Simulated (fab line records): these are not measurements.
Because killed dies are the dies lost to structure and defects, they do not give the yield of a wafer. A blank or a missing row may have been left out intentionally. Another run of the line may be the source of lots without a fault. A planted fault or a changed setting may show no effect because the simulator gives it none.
A struck lot beside a sound one | flow sky130 | 17 steps out of a route of 708
Sound: the wafers L894.4, L894.5, L894.6. Wafers struck: L898.4, L898.5, L898.6. The cause comes at the end.
At each step with rows: each side's tool, then ch and its chambers, then its first start. Under that, the readings that differ: sound wafers | struck wafers | difference of the means | sigmas: that difference in standard deviations of wafers without a fault.
alike: same words and numbers on both sides, and readings whose means sit less than 2 such deviations apart. not compared: any withheld reading, any reading some wafer has no value for, any bound like >300 that may hide the same value, and any number with overlapping values for which the record gives no deviation.
The two part at a step that has a row with sigmas, a row that says differs or no value, or rows on one side only. Numbers that have no deviation but don't overlap get no sigmas and don't part them. Lack of a reading on every wafer of one side parts them only where that side has two or more wafers.

SKY_METAL4_SPUTTER_04: material TiN, target thk 70 nm, time 58.3 s.
  sound on pvd sputter-01, day 39 17:29; struck on pvd sputter-04, day 41 01:53
  alike: throttle valve pct
SKY_CAP2M_CVD_00: deposits SiO2, target thk 15.5 nm.
  sound on pecvd-01 ch 0,1,2, day 39 17:32; struck on pecvd-01 ch 0,1,2, day 41 01:56
  alike: heater power w, susceptor temp C
SKY_CAP2M_THK_MEAS_01:
  sound on film metro-03, day 39 17:35; struck on film metro-04, day 41 01:59
  alike: CAP2M_CVD_00_THK
SKY_CAP2M_SPUTTER_02: material TiN, target thk 200 nm, time 166.7 s.
  sound on pvd sputter-03, day 39 17:37; struck on pvd sputter-03, day 41 02:01
  alike: susceptor temp C, throttle valve pct
SKY_CAP2M_RS_MEAS_03: a four-point-probe measurement.
  sound on film metro-04, day 39 17:47; struck on film metro-03, day 41 02:11
  alike: CAP2M_TIN_RS
SKY_CAP2M_THK_MEAS_04: measures by xrf.
  sound on film metro-04, day 39 17:52; struck on film metro-03, day 41 02:16
  alike: CAP2M_TIN_THK
then, 6 steps without rows for these wafers: SKY_CAP2M_DEHYDRATE_05 (time 60 s); SKY_CAP2M_HMDS_06 (prime time 60 s); SKY_CAP2M_COAT_07 (resist thk 1140 nm); SKY_CAP2M_SOFTBAKE_08 (time 60 s); SKY_CAP2M_EXPOSE_09 (exposes mask CAP2M, target cd 1000 nm); SKY_CAP2M_PEB_10.
SKY_CAP2M_DEVELOP_11: develop time 60 s.
  sound on litho track-03 ch 0, day 40 17:53; struck on litho track-03 ch 0, day 42 01:38
SKY_CAP2M_OVL_MEAS_12:
  sound on overlay-01, day 40 17:59; struck on overlay-01, day 42 01:44
  alike: CAP2M_OVL
SKY_CAP2M_METAL_ETCH_13: etches TiN in Cl2/BCl3, stops on SiO2, target depth 220 nm, time 62.9 s.
  sound on rie metal-01 ch 0,1, day 40 18:01; struck on rie metal-04 ch 1, day 42 01:50
  reading                | sound           | struck         | difference | sigmas
  model.CAP2M.cd nm (nm) | 999.9 1003 1001 | 1019 1021 1019 | +18        |
  alike: drypump motor current A, oes product au, throttle valve pct
  not compared: rf hours counter h
SKY_CAP2M_STRIP_14: strips in O2/N2.
  sound on plasma asher-01 ch 0,1, day 40 18:07; struck on plasma asher-04 ch 0,1, day 42 01:56
  alike: drypump motor current A, o2 flow sccm, oes product au, strip time to endpoint s
  not compared: rf hours counter h
then, 1 step without rows for these wafers: SKY_PAD_OPEN_PROBE_99.

## WHERE THEY PART
Nowhere in this record.

WHY: the cause the simulator had injected
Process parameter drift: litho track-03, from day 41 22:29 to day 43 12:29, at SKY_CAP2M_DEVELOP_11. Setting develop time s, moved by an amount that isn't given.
